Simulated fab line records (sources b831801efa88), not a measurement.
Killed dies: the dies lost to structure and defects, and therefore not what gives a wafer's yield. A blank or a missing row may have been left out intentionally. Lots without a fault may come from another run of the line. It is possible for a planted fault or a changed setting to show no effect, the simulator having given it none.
fab line records	flow sky130
record lots=6	wafers=18	lastDay=50
route steps=708 shown VT_ADJUST_NCORE@128 VT_ADJUST_HVTR@131 VT_ADJUST_PCH@143 PAD_OPEN@708
lots that met no fault: from a run of the same line without faults
startH: the number of hours between the record's first day and the start of the first shown wafer of the lot	waitH: hours elapsed since this lot's preceding step	" as in the row above	L1.1+2: several wafers, shown together as one row	- either no value or no given start	* or withheld: withheld	< > ~ a bound
route shown NAME@n: names a module that has steps shown in the file, with the first one's number in the route	usual: mean/standard deviation taken from wafers without a fault	same: alike in all rows	chamber/n: place in a boat	sites: per-site readings	_std_site: the values' standard deviation	_edge_site: mean of outer sites minus mean of inner sites	radiusMm: how far each site lies from the wafer's centre	mask NAME#n: copy n	behind: the most recent tool/chamber to have shaped the wafer	hold: why the lot was held/for how many hours/how that ended	device: the n, p or np transistor that did not switch	end of line: the same wafers' tests at the end of the route	for a step that has no rows: nothing shown but its recipe	killed: dies that structure and defects cost at the first sort, which is not the same as the wafer's yield	map: the dies of a wafer, with x for killed, . for not killed, _ for no die there
set.NAME: the run value of the setting; set.NAME@STEP: its run value at that earlier step	model.NAME: the simulator's own value behind a step, which no gauge read
certain route steps with their lots: each step a table, each wafer a row
services: when a tool's chamber went out of use (startH, in hours from the record's first day, below 0 if earlier), for how many hours, and the reason
## steps
# step SKY_VT_ADJUST_NCORE_IMPLANT_09
# recipe species=B	energyKev=10	doseCm2=2.4e+12	tiltDeg=withheld
# step SKY_VT_ADJUST_NCORE_STRIP_10
# recipe chemistry=O2/N2	powerW=1400	pressureMtorr=1500	platenTempC=withheld	o2FlowSccm=3000	n2FlowSccm=300	overashFraction=0.5
# usual drypumpMotorCurrentA=5.5/0.58	oesProductAu=0.716/0.0045	stripTimeToEndpointS=14.16/0.045
lot.wafer	tool	chamber	startH	waitH	drypumpMotorCurrentA	oesProductAu	rfHoursCounterH	stripTimeToEndpointS
L363.2	plasmaAsher-04	1	184.58	0.1	4.7	0.715	7	14.14
L363.3	"	1	"	"	4.7	0.718	-	14.14
L363.6	"	1	"	"	4.7	0.718	-	14.13
L374.1	plasmaAsher-04	0	259.88	0.1	5.9	0.719	15	14.17
L374.2	"	1	"	"	4.7	0.714	15	14.16
L374.6	"	1	"	"	4.7	0.715	-	14.19
L378.2	plasmaAsher-04	0	286.64	0.1	5.9	0.718	17	14.11
L378.4	"	0	"	"	5.9	0.717	-	14.11
L378.6	"	1	"	"	4.7	0.716	-	14.11
L383.1	plasmaAsher-01	0	327.53	0.1	4.9	0.720	64	14.20
L383.2	"	1	"	"	5.1	0.719	64	14.16
L383.6	"	0	"	"	4.9	0.713	-	14.23
L384.1	plasmaAsher-02	0	337.39	0.1	6.3	0.716	62	14.27
L384.4	"	1	"	"	5.5	0.719	-	14.21
L384.5	"	1	"	"	5.6	0.718	-	14.19
L385.2	plasmaAsher-01	1	342.44	0.1	5.1	0.715	66	14.27
L385.4	"	0	"	"	4.9	0.719	-	14.27
L385.5	"	0	"	"	4.9	0.710	-	14.27
# step SKY_VT_ADJUST_NCORE_TW_MEAS_11
# usual VT_ADJUST_NCORE_TW=219.0/1.2
lot.wafer	tool	chamber	startH	waitH	VT_ADJUST_NCORE_TW
L363.2	filmMetro-02	-	184.69	0.1	220.3
L363.3	"	-	"	"	219.6
L363.6	"	-	"	"	218.9
L374.1	filmMetro-02	-	259.98	0.1	218.3
L374.2	"	-	"	"	218.5
L374.6	"	-	"	"	217.3
L378.2	filmMetro-02	-	286.75	0.1	219.6
L378.4	"	-	"	"	218.1
L378.6	"	-	"	"	219.2
L383.1	filmMetro-03	-	327.63	0.1	220.1
L383.2	"	-	"	"	220.5
L383.6	"	-	"	"	219.8
L384.1	filmMetro-03	-	337.49	0.1	217.9
L384.4	"	-	"	"	218.5
L384.5	"	-	"	"	217.6
L385.2	filmMetro-01	-	342.55	0.1	216.5
L385.4	"	-	"	"	216.6
L385.5	"	-	"	"	215.6
# step SKY_VT_ADJUST_HVTR_DEHYDRATE_00
# recipe tempC=200	timeS=60
# step SKY_VT_ADJUST_HVTR_HMDS_01
# recipe primeTimeS=60	primeTempC=120
# step SKY_VT_ADJUST_HVTR_COAT_02
# recipe resist=NOVOLAK	spinRpm=3000	resistThkNm=1140
# step SKY_VT_ADJUST_HVTR_SOFTBAKE_03
# recipe tempC=90	timeS=60	resist=NOVOLAK
# step SKY_VT_ADJUST_HVTR_EXPOSE_04
# recipe maskId=HVTRM	targetCdNm=380	na=0.6	sourceShape=conventional	sigmaOuter=0.6	doseMj=150
# step SKY_VT_ADJUST_HVTR_PEB_05
# recipe tempC=withheld	timeS=*	resist=NOVOLAK
# step SKY_VT_ADJUST_HVTR_DEVELOP_06
# recipe developTimeS=60	devTempC=23
# step SKY_VT_ADJUST_HVTR_CD_MEAS_07
# recipe targetCdNm=380
# usual cdNm=380/3
lot.wafer	tool	chamber	startH	waitH	cdNm
L363.2	cdSem-02	-	205.88	0.1	384
L363.3	"	-	"	"	383
L363.6	"	-	"	"	384
L374.1	cdSem-02	-	285.06	0.1	377
L374.2	"	-	"	"	377
L374.6	"	-	"	"	379
L378.2	cdSem-02	-	310.99	0.1	378
L378.4	"	-	"	"	378
L378.6	"	-	"	"	376
L383.1	cdSem-02	-	353.21	0.1	378
L383.2	"	-	"	"	376
L383.6	"	-	"	"	377
L384.1	cdSem-02	-	364.68	0.1	384
L384.4	"	-	"	"	381
L384.5	"	-	"	"	384
L385.2	cdSem-02	-	368.68	0.1	379
L385.4	"	-	"	"	378
L385.5	"	-	"	"	381
# step SKY_VT_ADJUST_HVTR_OVL_MEAS_08
# usual VT_ADJUST_HVTR_OVL=1.1/1.1
lot.wafer	tool	chamber	startH	waitH	VT_ADJUST_HVTR_OVL[nm]
L363.2	overlay-01	-	205.98	0.1	-0.2
L363.3	"	-	"	"	0.5
L363.6	"	-	"	"	0.2
L374.1	overlay-01	-	285.21	0.1	2.7
L374.2	"	-	"	"	3.0
L374.6	"	-	"	"	1.9
L378.2	overlay-02	-	311.10	0.1	2.7
L378.4	"	-	"	"	1.8
L378.6	"	-	"	"	2.1
L383.1	overlay-01	-	353.33	0.1	0.5
L383.2	"	-	"	"	0.8
L383.6	"	-	"	"	0.8
L384.1	overlay-01	-	364.80	0.1	0.0
L384.4	"	-	"	"	-0.5
L384.5	"	-	"	"	0.5
L385.2	overlay-01	-	368.78	0.1	4.0
L385.4	"	-	"	"	1.8
L385.5	"	-	"	"	2.0
# step SKY_VT_ADJUST_HVTR_IMPLANT_09
# recipe species=B	energyKev=10	doseCm2=2.1e+12	tiltDeg=withheld
# usual doseIonsCm2=2.1e+12/2.7e+09	faradayCurrentUA=11.80/0.24
lot.wafer	tool	chamber	startH	waitH	doseIonsCm2	faradayCurrentUA
L363.2	implanter-03	0	206.04	0.0	2.0975e+12	11.71
L363.3	"	0	"	"	2.0999e+12	11.93
L363.6	"	0	"	"	2.0989e+12	12.20
L374.1	implanter-02	0	285.25	0.0	2.0963e+12	11.76
L374.2	"	0	"	"	2.096e+12	12.18
L374.6	"	0	"	"	2.095e+12	12.03
L378.2	implanter-01	0	311.15	0.0	2.0998e+12	11.86
L378.4	"	0	"	"	2.1017e+12	11.19
L378.6	"	0	"	"	2.0964e+12	11.94
L383.1	implanter-02	0	353.36	0.0	2.8885e+12	16.53
L383.2	"	0	"	"	2.8858e+12	16.57
L383.6	"	0	"	"	2.8869e+12	16.40
L384.1	implanter-02	0	364.84	0.0	2.884e+12	15.99
L384.4	"	0	"	"	2.8834e+12	16.44
L384.5	"	0	"	"	2.8846e+12	16.56
L385.2	implanter-03	0	368.84	0.0	2.0993e+12	11.23
L385.4	"	0	"	"	2.1032e+12	11.38
L385.5	"	0	"	"	2.1039e+12	11.69
# step SKY_VT_ADJUST_HVTR_STRIP_10
# recipe chemistry=O2/N2	powerW=1400	pressureMtorr=1500	platenTempC=withheld	o2FlowSccm=3000	n2FlowSccm=300	overashFraction=0.5
# usual drypumpMotorCurrentA=5.7/0.49	oesProductAu=0.716/0.0043	stripTimeToEndpointS=14.16/0.045
lot.wafer	tool	chamber	startH	waitH	drypumpMotorCurrentA	oesProductAu	rfHoursCounterH	stripTimeToEndpointS
L363.2	plasmaAsher-02	0	206.16	0.1	6.3	0.714	48	14.14
L363.3	"	1	"	"	5.6	0.717	-	14.10
L363.6	"	0	"	"	6.4	0.710	-	14.11
L374.1	plasmaAsher-02	0	285.40	0.1	6.3	0.714	56	14.13
L374.2	"	1	"	"	5.6	0.715	56	14.14
L374.6	"	1	"	"	5.6	0.718	-	14.12
L378.2	plasmaAsher-02	0	311.28	0.1	6.3	0.719	59	14.12
L378.4	"	0	"	"	6.3	0.708	-	14.15
L378.6	"	1	"	"	5.6	0.719	-	14.14
L383.1	plasmaAsher-04	0	353.51	0.1	5.9	0.716	23	14.08
L383.2	"	1	"	"	4.7	0.717	23	14.12
L383.6	"	1	"	"	4.7	0.715	-	14.13
L384.1	plasmaAsher-03	1	364.99	0.1	5.4	0.709	55	14.17
L384.4	"	1	"	"	5.3	0.720	-	14.17
L384.5	"	0	"	"	5.5	0.718	-	14.15
L385.2	plasmaAsher-02	0	368.96	0.1	6.3	0.713	63	14.28
L385.4	"	0	"	"	6.4	0.718	-	14.25
L385.5	"	1	"	"	5.5	0.720	-	14.25
# step SKY_VT_ADJUST_HVTR_TW_MEAS_11
# usual VT_ADJUST_HVTR_TW=211.1/1.1
lot.wafer	tool	chamber	startH	waitH	VT_ADJUST_HVTR_TW
L363.2	filmMetro-03	-	206.27	0.1	212.0
L363.3	"	-	"	"	211.3
L363.6	"	-	"	"	212.2
L374.1	filmMetro-03	-	285.50	0.1	210.2
L374.2	"	-	"	"	209.8
L374.6	"	-	"	"	210.2
L378.2	filmMetro-03	-	311.39	0.1	214.0
L378.4	"	-	"	"	213.3
L378.6	"	-	"	"	212.8
L383.1	filmMetro-03	-	353.61	0.1	231.9
L383.2	"	-	"	"	230.5
L383.6	"	-	"	"	229.4
L384.1	filmMetro-02	-	365.09	0.1	229.9
L384.4	"	-	"	"	230.4
L384.5	"	-	"	"	229.3
L385.2	filmMetro-03	-	369.07	0.1	210.9
L385.4	"	-	"	"	210.9
L385.5	"	-	"	"	210.7
# step SKY_VT_ADJUST_PCH_DEHYDRATE_00
# recipe tempC=200	timeS=60
# step SKY_PAD_OPEN_PROBE_99
# usual killed_at_M0_to_M3=43/7.1	killed_at_M4_up=3.1/1.7	killedAtContacts=23/5.1	killedAtFrontEnd=14/4.4	killedAtOther=0.3/0.47	killedDies=84/9.9	killedOpen=45/6.6	killedShort=38/6.8
# same grossDies=492	killedAtBackSide=0
lot.wafer	tool	chamber	startH	waitH	killed_at_M0_to_M3	killed_at_M4_up	killedAtContacts	killedAtFrontEnd	killedAtOther	killedDies	killedOpen	killedShort	model.etest.pfet_01v8_mvt.driveUaUm	model.etest.pfet_01v8_mvt.offLog10AUm	model.etest.pfet_01v8_mvt.vtSatV	model.etest.pfet_01v8_mvt.vtV	model.etest.pfet_01v8_mvt.vtLongV	model.etest.pfet_01v8_mvt.bodyRiseV
L363.2	prober-02	-	1075.50	0.1	44	4	33	11	1	93	51	42	159.3	-10.22	-0.538	-0.6283	-0.8317	-0.1911
L363.3	prober-02	-	1075.55	0.2	43	1	20	18	0	82	41	41	157.1	-10.27	-0.5395	-0.6277	-0.8294	-0.1901
L363.6	prober-02	-	1075.70	0.2	44	3	29	9	0	85	46	39	157.7	-10.23	-0.547	-0.6343	-0.8408	-0.1896
L374.1	prober-02	-	1143.80	0.1	52	3	23	19	0	97	58	39	152.8	-10.91	-0.584	-0.6715	-0.8811	-0.1845
L374.2	prober-02	-	1143.85	0.1	46	3	31	9	0	89	52	37	153.9	-10.87	-0.5904	-0.6786	-0.8853	-0.1817
L374.6	prober-02	-	1144.05	0.2	51	1	28	12	0	92	49	43	153.1	-10.81	-0.5842	-0.6711	-0.8786	-0.1863
L378.2	prober-02	-	1165.43	0.1	35	2	31	13	0	81	48	33	150.2	-10.97	-0.5909	-0.6772	-0.88	-0.1816
L378.4	prober-02	-	1165.53	0.2	36	4	29	8	0	77	40	37	149.5	-11.04	-0.5908	-0.6756	-0.8801	-0.1815
L378.6	prober-02	-	1165.63	0.2	55	4	17	14	0	90	43	47	150	-11.04	-0.5934	-0.6802	-0.8791	-0.18
L383.1	prober-01	-	1187.05	0.1	34	5	13	16	1	69	42	27	173.6	-8.815	-0.3742	-0.4878	-0.7208	-0.2059
L383.2	prober-01	-	1187.10	0.1	32	5	13	10	0	60	27	33	166.6	-8.742	-0.3792	-0.4853	-0.7137	-0.2111
L383.6	prober-01	-	1187.30	0.2	32	6	18	12	1	69	41	28	168.5	-8.809	-0.3745	-0.4823	-0.7197	-0.2108
L384.1	prober-02	-	1197.27	0.1	44	6	19	9	1	79	42	37	170.9	-8.402	-0.3606	-0.4755	-0.7106	-0.2107
L384.4	prober-02	-	1197.42	0.2	36	1	14	20	0	71	35	36	171.7	-8.519	-0.3657	-0.475	-0.7075	-0.2092
L384.5	prober-02	-	1197.47	0.2	44	3	22	18	0	87	59	28	173.4	-8.61	-0.3618	-0.4716	-0.704	-0.2106
L385.2	prober-01	-	1198.25	0.1	40	4	18	14	0	76	36	40	149.7	-10.88	-0.5702	-0.6579	-0.8676	-0.1905
L385.4	prober-01	-	1198.35	0.2	48	5	43	16	0	112	60	52	151.6	-10.69	-0.5625	-0.6542	-0.8634	-0.1888
L385.5	prober-01	-	1198.40	0.2	47	4	16	8	0	75	41	34	149.8	-10.78	-0.5753	-0.6593	-0.8669	-0.1903
# killed by level:class
L363.2 CONTACT:geometricParticle:open=13 LI_CONTACT:geometricParticle:open=9 VIA1:geometricParticle:open=9 CONTACT:geometricParticle:short=6 VIA2:geometricParticle:open=6 METAL1:geometricParticle:short=5 VIA3:geometricParticle:open=5 VIA2:geometricParticle:short=4
L363.3 VIA1:geometricParticle:open=9 METAL1:geometricParticle:short=8 FIELD_ISO:geometricParticle:open=6 CONTACT:geometricParticle:open=6 POLY_GATE:geometricParticle:short=6 METAL2:geometricParticle:short=5 VIA3:geometricParticle:open=5 LI_CONTACT:geometricParticle:open=4
L363.6 CONTACT:geometricParticle:open=9 LI_CONTACT:geometricParticle:open=8 VIA1:geometricParticle:open=7 VIA2:geometricParticle:open=6 METAL1:geometricParticle:short=6 METAL2:geometricParticle:short=5 FIELD_ISO:geometricParticle:short=4 LI_CONTACT:geometricParticle:short=4
L374.1 VIA1:geometricParticle:open=19 CONTACT:geometricParticle:open=10 METAL1:geometricParticle:short=8 POLY_GATE:geometricParticle:open=6 LI_CONTACT:geometricParticle:open=6 POLY_GATE:geometricParticle:short=5 METAL2:geometricParticle:short=5 FIELD_ISO:geometricParticle:open=4
L374.2 CONTACT:geometricParticle:open=16 VIA3:geometricParticle:open=9 LI_CONTACT:geometricParticle:open=7 VIA1:geometricParticle:open=7 VIA2:geometricParticle:open=7 CONTACT:geometricParticle:short=5 METAL3:geometricParticle:short=5 VIA3:geometricParticle:short=4
L374.6 VIA1:geometricParticle:open=14 CONTACT:geometricParticle:open=11 VIA3:geometricParticle:open=9 LOCAL_INTERCONNECT:geometricParticle:short=7 VIA2:geometricParticle:open=6 LI_CONTACT:geometricParticle:open=5 VIA1:geometricParticle:short=5 POLY_GATE:geometricParticle:short=4
L378.2 LI_CONTACT:geometricParticle:open=13 CONTACT:geometricParticle:open=12 METAL2:geometricParticle:short=8 METAL3:geometricParticle:short=4 VIA1:geometricParticle:open=4 VIA3:geometricParticle:open=4 FIELD_ISO:geometricParticle:short=3 POLY_GATE:geometricParticle:short=3
L378.4 CONTACT:geometricParticle:open=11 VIA2:geometricParticle:open=8 LI_CONTACT:geometricParticle:open=7 VIA3:geometricParticle:open=6 CONTACT:geometricParticle:short=5 METAL1:geometricParticle:short=5 LOCAL_INTERCONNECT:geometricParticle:short=4 VIA3:geometricParticle:short=4
L378.6 METAL1:geometricParticle:short=9 VIA2:geometricParticle:open=9 VIA1:geometricParticle:open=7 VIA2:geometricParticle:short=7 CONTACT:geometricParticle:open=6 LI_CONTACT:geometricParticle:open=5 VIA1:geometricParticle:short=5 FIELD_ISO:geometricParticle:short=4
L383.1 VIA1:geometricParticle:open=10 VIA3:geometricParticle:open=6 FIELD_ISO:geometricParticle:open=4 LI_CONTACT:geometricParticle:open=4 METAL4:geometricParticle:short=4 METAL2:geometricParticle:short=4 VIA2:geometricParticle:short=4 FIELD_ISO:geometricParticle:short=3
L383.2 VIA1:geometricParticle:open=6 VIA3:geometricParticle:short=5 VIA1:geometricParticle:short=5 VIA3:geometricParticle:open=4 LOCAL_INTERCONNECT:geometricParticle:short=4 CONTACT:geometricParticle:open=4 METAL4:geometricParticle:short=4 VIA2:geometricParticle:short=4
L383.6 VIA1:geometricParticle:open=12 CONTACT:geometricParticle:open=6 METAL1:geometricParticle:short=6 VIA3:geometricParticle:open=6 LOCAL_INTERCONNECT:geometricParticle:short=5 METAL4:geometricParticle:short=5 FIELD_ISO:geometricParticle:open=4 POLY_GATE:geometricParticle:open=3
L384.1 VIA1:geometricParticle:open=14 VIA2:geometricParticle:open=8 CONTACT:geometricParticle:open=6 VIA1:geometricParticle:short=6 CONTACT:geometricParticle:short=5 FIELD_ISO:geometricParticle:open=4 METAL4:geometricParticle:short=4 METAL1:geometricParticle:short=4
L384.4 VIA1:geometricParticle:short=7 VIA1:geometricParticle:open=7 FIELD_ISO:geometricParticle:short=5 FIELD_ISO:geometricParticle:open=5 CONTACT:geometricParticle:open=5 VIA3:geometricParticle:open=4 POLY_GATE:geometricParticle:open=4 LI_CONTACT:geometricParticle:open=4
L384.5 VIA1:geometricParticle:open=14 VIA3:geometricParticle:open=7 CONTACT:geometricParticle:open=7 VIA2:geometricParticle:open=7 FIELD_ISO:geometricParticle:open=6 LI_CONTACT:geometricParticle:open=6 POLY_GATE:geometricParticle:short=5 LOCAL_INTERCONNECT:geometricParticle:short=5
L385.2 METAL1:geometricParticle:short=11 VIA1:geometricParticle:open=8 METAL2:geometricParticle:short=7 VIA2:geometricParticle:open=6 FIELD_ISO:geometricParticle:short=4 LI_CONTACT:geometricParticle:open=4 CONTACT:geometricParticle:open=4 METAL4:geometricParticle:short=4
L385.4 CONTACT:geometricParticle:open=17 VIA1:geometricParticle:open=13 LI_CONTACT:geometricParticle:open=10 CONTACT:geometricParticle:short=10 METAL1:geometricParticle:short=8 VIA3:geometricParticle:open=7 FIELD_ISO:geometricParticle:short=5 POLY_GATE:geometricParticle:short=5
L385.5 VIA1:geometricParticle:open=10 VIA3:geometricParticle:open=8 METAL1:geometricParticle:short=6 LI_CONTACT:geometricParticle:open=5 VIA3:geometricParticle:short=5 METAL2:geometricParticle:short=5 CONTACT:geometricParticle:open=4 CONTACT:geometricParticle:short=4
## services
tool	chamber	startH	hours	kind
plasmaAsher-01	-	166.14	3.9	repair
plasmaAsher-02	-	193.87	1.8	repair
implanter-01	-	207.55	9.7	pm
implanter-01	-	217.20	2.9	pm
implanter-01	-	237.98	3.6	pm
plasmaAsher-01	-	253.97	2.3	repair
implanter-01	-	264.19	2.8	repair
implanter-02	-	278.21	3.9	pm
implanter-02	-	304.20	1.7	repair
plasmaAsher-04	-	334.51	3.2	repair
plasmaAsher-03	-	335.24	3.8	repair
plasmaAsher-02	-	340.88	13.8	repair
plasmaAsher-04	-	345.64	1.3	repair
plasmaAsher-04	-	365.37	24.4	repair
## key
firstSign step=SKY_VT_ADJUST_HVTR_IMPLANT_09	reading=doseIonsCm2	direction=up	sigmas=99+	usual=*	struck=*
effect step=SKY_VT_ADJUST_HVTR_IMPLANT_09	reading=faradayCurrentUA	direction=up	sigmas=19	usual=11.80	struck=16.41
effect step=SKY_VT_ADJUST_HVTR_TW_MEAS_11	reading=VT_ADJUST_HVTR_TW	direction=up	sigmas=17	usual=211.1	struck=230.2
modelEffect step=SKY_PAD_OPEN_PROBE_99	value=etest.pfet_01v8_mvt.driveUaUm	without=154.8	struck=170.8
metAt SKY_VT_ADJUST_HVTR_IMPLANT_09
struckWafers L383.1,L383.2,L383.6,L384.1,L384.4,L384.5
testerLeftOut L383,L384
onsetBetween 285.25 353.36
fault kind=processParameterDrift	tool=implanter-02	chamber=-	onsetH=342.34	steps=SKY_VT_ADJUST_HVTR_IMPLANT_09	channel=doseCm2	offset=*	shape=step	endH=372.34	actsIn=*	stated=*
# testerLeftOut: of these lots the tester's yield and bins aren't shown, on N5 and GAA mostly nor the transistor test; their killed dies are dies lost to structure and defects alone, not to doping, threshold or leakage, so they don't give the yield
